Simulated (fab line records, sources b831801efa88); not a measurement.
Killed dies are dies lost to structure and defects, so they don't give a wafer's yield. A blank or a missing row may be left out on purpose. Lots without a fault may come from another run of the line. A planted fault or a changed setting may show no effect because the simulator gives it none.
Chamber matching | flow gf180mcu | GF_V1_CMP_26 on cmp-02: 4 sister chambers
The step polishes, stops on SiO2, t overpolish 15 s, target thk 0 nm. 8 wafers are shown with their chamber, then 8 later ones without.

WAFERS WITH THEIR CHAMBER
wafer  | chamber | motor_current_A (A) | time_to_endpoint_s (s)
L081.1 | 1       | 10.2                | 83.7
L087.1 | 3       | 10.2                | 85.3
L087.4 | 2       | 10.6                | 81.8
L087.5 | 0       | 9.6                 | 84.8
L088.2 | 3       | 10.4                | 86.2
L088.3 | 0       | 9.5                 | 83.0
L088.4 | 1       | 10.1                | 82.9
L090.1 | 2       | 10.9                | 85.7

WAFERS WITHOUT THEIR CHAMBER
wafer  | motor_current_A (A) | time_to_endpoint_s (s)
L090.4 | 10.2                | 86.1
L090.5 | 9.7                 | 82.4
L092.4 | 11.0                | 85.7
L092.5 | 10.5                | 86.5
L092.6 | 10.1                | 86.1
L097.1 | 10.1                | 82.7
L097.3 | 9.5                 | 82.1
L097.6 | 10.0                | 83.5

WHICH CHAMBER EACH WENT THROUGH
wafer  | from the rows above          | in truth
L090.4 | can't be placed: 3 or 1      | 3
L090.5 | can't be placed: 0 or 1      | 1
L092.4 | 2                            | 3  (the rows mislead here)
L092.5 | can't be placed: 3 or 2 or 1 | 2
L092.6 | can't be placed: 3 or 1      | 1
L097.1 | can't be placed: 1 or 3      | 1
L097.3 | 0                            | 0
L097.6 | can't be placed: 1 or 3      | 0
Placed correctly: 1 of 8. Can't be placed from these rows: 6 (the true chamber is among the candidates in 5). Placed wrongly: 1.
How it was worked out, from the rows above alone: a wafer's distance from a chamber is the root of the sum, over the readings, of the square of ((its reading less the chamber's mean) divided by the reading's scatter). The wafer belongs to the nearest chamber; if the next one is less than 2 further off, it can't be placed. A chamber's mean is the mean of its shown wafers. The scatter: the root of (the sum of the squares of (reading less its chamber's mean) over the shown wafers, divided by (wafers less chambers)).
